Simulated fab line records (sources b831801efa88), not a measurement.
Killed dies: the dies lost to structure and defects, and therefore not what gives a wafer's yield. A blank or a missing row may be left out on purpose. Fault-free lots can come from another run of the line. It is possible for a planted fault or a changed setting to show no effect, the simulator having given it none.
The tool behind it: which one? ; flow gf180mcu ; Sampling: 11 lots, 33 wafers, 6 of 602 route steps

== WHAT EACH GAUGE READ, for each wafer ==
GF_HV_LDD_TW_MEAS_50. Usual: for HV_LDD_4_TW the level is 571 and the standard deviation is 6.1.
lot;measured;on;HV_LDD_4_TW;flag
L406;day 12 11:15;film metro-03;573 569 571;
L407;day 12 16:44;film metro-03;573 570 571;
L408;day 13 01:56;film metro-04;559 563 560;
L410;day 13 19:40;film metro-01;581 579 579;
L411;day 14 03:42;film metro-04;565 566 563;
L415;day 15 16:59;film metro-01;573 573 571;
L418;day 16 14:16;film metro-04;563 562 566;
L421;day 17 15:00;film metro-04;562 562 562;
L426;day 19 07:14;film metro-04;562 563 563;
L428;day 19 17:13;film metro-03;577 574 577;
L429;day 20 02:37;film metro-01;576 575 578;

GF_M1_RS_MEAS_05: the measuring method here is four-point-probe. Usual: for M1_ALCU_RS the level is 0.0694 ohm/sq and the standard deviation is 0.00081.
lot;measured;on;M1_ALCU_RS (ohm/sq);flag
L406;day 16 04:55;film metro-01;0.0694 0.0691 0.0698;
L407;day 16 11:51;film metro-02;0.0690 0.0710 0.0693;
L408;day 16 22:30;film metro-02;0.0702 0.0700 0.0712;
L410;day 17 18:05;film metro-02;0.0689 0.0694 0.0702;
L411;day 18 02:56;film metro-03;0.0694 0.0686 0.0681;
L415;day 19 22:07;film metro-03;0.0695 0.0565 0.0694;OFF
L418;day 20 18:59;film metro-02;0.0570 0.0687 0.0697;OFF
L421;day 21 21:14;film metro-01;0.0688 0.0689 0.0699;
L426;day 23 12:54;film metro-03;0.0704 0.0694 0.0692;
L428;day 23 21:55;film metro-02;0.0695 0.0686 0.0679;
L429;day 24 07:20;film metro-01;0.0694 0.0701 0.0696;

GF_M1_THK_MEAS_06: measures by xrf. Usual: for M1_ALCU_THK the level is 450 nm and the standard deviation is 5.1.
lot;measured;on;M1_ALCU_THK (nm);flag
L406;day 16 05:02;film metro-01;448 450 446;
L407;day 16 11:58;film metro-02;453 438 450;
L408;day 16 22:37;film metro-02;444 447 438;
L410;day 17 18:13;film metro-02;454 454 447;
L411;day 18 03:03;film metro-03;450 455 458;
L415;day 19 22:14;film metro-03;450 554 453;OFF
L418;day 20 19:06;film metro-02;552 458 451;OFF
L421;day 21 21:22;film metro-01;453 452 445;
L426;day 23 13:01;film metro-03;445 448 449;
L428;day 23 22:02;film metro-02;447 453 459;
L429;day 24 07:27;film metro-01;449 443 448;

GF_M1_CD_MEAS_14 targets a cd of 230 nm. Usual: 229.9 nm for cd nm, sd 1.2.
lot;measured;on;cd nm (nm);flag
L406;day 17 03:42;cd sem-02;229.6 229.0 229.3;
L407;day 17 10:49;cd sem-01;230.2 231.7 230.1;
L408;day 17 20:59;cd sem-01;227.6 228.3 228.5;
L410;day 18 17:07;cd sem-01;229.7 230.3 228.8;
L411;day 19 02:57;cd sem-01;230.8 232.6 231.6;
L415;day 20 22:19;cd sem-01;228.8 229.9 229.5;
L418;day 21 18:50;cd sem-01;231.1 230.4 231.5;
L421;day 22 20:34;cd sem-01;229.5 229.6 228.4;
L426;day 24 10:41;cd sem-02;229.8 229.8 229.8;
L428;day 24 19:59;cd sem-02;231.3 233.0 231.9;
L429;day 25 05:32;cd sem-02;228.7 229.2 230.2;

== WHICH TOOL RAN EACH LOT (tool, then ch and the chambers of the sampled wafers, then the start) ==
lot;GF_CONTACT_CMP_04;GF_M1_SPUTTER_02
L406;cmp-02 ch 0,1, day 15 04:55;pvd sputter-03, day 16 04:50
L407;cmp-01 ch 0,1,3, day 15 11:38;pvd sputter-04, day 16 11:46
L408;cmp-01 ch 1,2,3, day 15 22:08;pvd sputter-02, day 16 22:23
L410;cmp-02 ch 0,1, day 16 17:34;pvd sputter-03, day 17 18:00
L411;cmp-01 ch 0,1,2, day 17 02:12;pvd sputter-03, day 18 02:50
L415;cmp-02 ch 0,1,2, day 18 19:43;pvd sputter-03, day 19 22:02
L418;cmp-01 ch 0,1,3, day 19 16:53;pvd sputter-03, day 20 18:53
L421;cmp-01 ch 0,1,3, day 20 19:42;pvd sputter-02, day 21 21:09
L426;cmp-02 ch 2,3, day 22 12:05;pvd sputter-02, day 23 12:49
L428;cmp-01 ch 0,1,2, day 22 21:35;pvd sputter-04, day 23 21:49
L429;cmp-02 ch 0,1,2, day 23 06:39;pvd sputter-02, day 24 07:14
- GF_CONTACT_CMP_04: polishes SiO2.
- GF_M1_SPUTTER_02: material AlCu, target thk 450 nm, time 23.9 s.

== AS READ BY THE TOOLS THEMSELVES (means over the sampled wafers that have a number; for cases with no such wafer, the mark the record gives instead) ==
GF_CONTACT_CMP_04. Usual: motor current A 12.2 A, standard deviation 1.1; time to endpoint s 112 s, standard deviation 7.
lot;tool;motor current A (A);time to endpoint s (s);flag
L406;cmp-02;11.7;126;
L407;cmp-01;11.8;113;
L408;cmp-01;12.4;113;
L410;cmp-02;11.6;112;
L411;cmp-01;12.1;113;
L415;cmp-02;11.9;110;
L418;cmp-01;11.6;110;
L421;cmp-01;12.0;114;
L426;cmp-02;13.2;106;
L428;cmp-01;11.5;107;
L429;cmp-02;11.6;106;

GF_M1_SPUTTER_02. Usual: cathode dc power W 10600 W, standard deviation 2; throttle valve pct 29.6 %, standard deviation 1.1.
lot;tool;cathode dc power W (W);throttle valve pct (%);flag
L406;pvd sputter-03;10600;29.1;
L407;pvd sputter-04;10602;28.9;
L408;pvd sputter-02;10600;30.5;
L410;pvd sputter-03;10600;29.4;
L411;pvd sputter-03;10600;29.2;
L415;pvd sputter-03;11424;29.5;OFF
L418;pvd sputter-03;11423;29.6;OFF
L421;pvd sputter-02;10598;30.5;
L426;pvd sputter-02;10600;31.6;
L428;pvd sputter-04;10601;29.6;
L429;pvd sputter-02;10601;30.8;

== THE ANSWER, worked out from the rows above alone ==
Rule: a lot is off if the mean of its wafers that have a number lies more than 3 standard deviations from the usual mean. Also off: a lot with no number at a reading for which 4 or more lots have one. All remaining lots with rows at the step are treated as sound. First the gauges in route order, then the tools' own readings, where a lot's mean is used as printed above. At the first step where some lot is off, the reading lying furthest off is the one used; lots without a number count as furthest.
Off: L415, L418, at GF_M1_RS_MEAS_05 (M1_ALCU_RS).
A tool fits if, at a process step before that reading, it ran every lot that is off, and no sound lot after the first of them. The gauges at GF_M1_RS_MEAS_05 aren't tried: what is off there is off at GF_M1_SPUTTER_02 too, on other tools, and a gauge's error can't cause that. One candidate fits, namely pvd sputter-03 at GF_M1_SPUTTER_02. Its last sound lot is L411 (day 18 02:50), its first lot that is off L415 (day 19 22:02): a fault that began between those two fits.
On the lots that are off, the tool's own readings at GF_M1_SPUTTER_02 differ by more than 5 times the standard deviation of the sound lots' means, which bears it out; cathode dc power W reads 11424 W there versus 10600 W on the sound lots.

== WHAT WAS PUT IN BY THE SIMULATOR ==
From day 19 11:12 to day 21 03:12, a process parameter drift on pvd sputter-03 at GF_M1_SPUTTER_02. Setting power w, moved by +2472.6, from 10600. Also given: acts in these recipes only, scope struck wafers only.
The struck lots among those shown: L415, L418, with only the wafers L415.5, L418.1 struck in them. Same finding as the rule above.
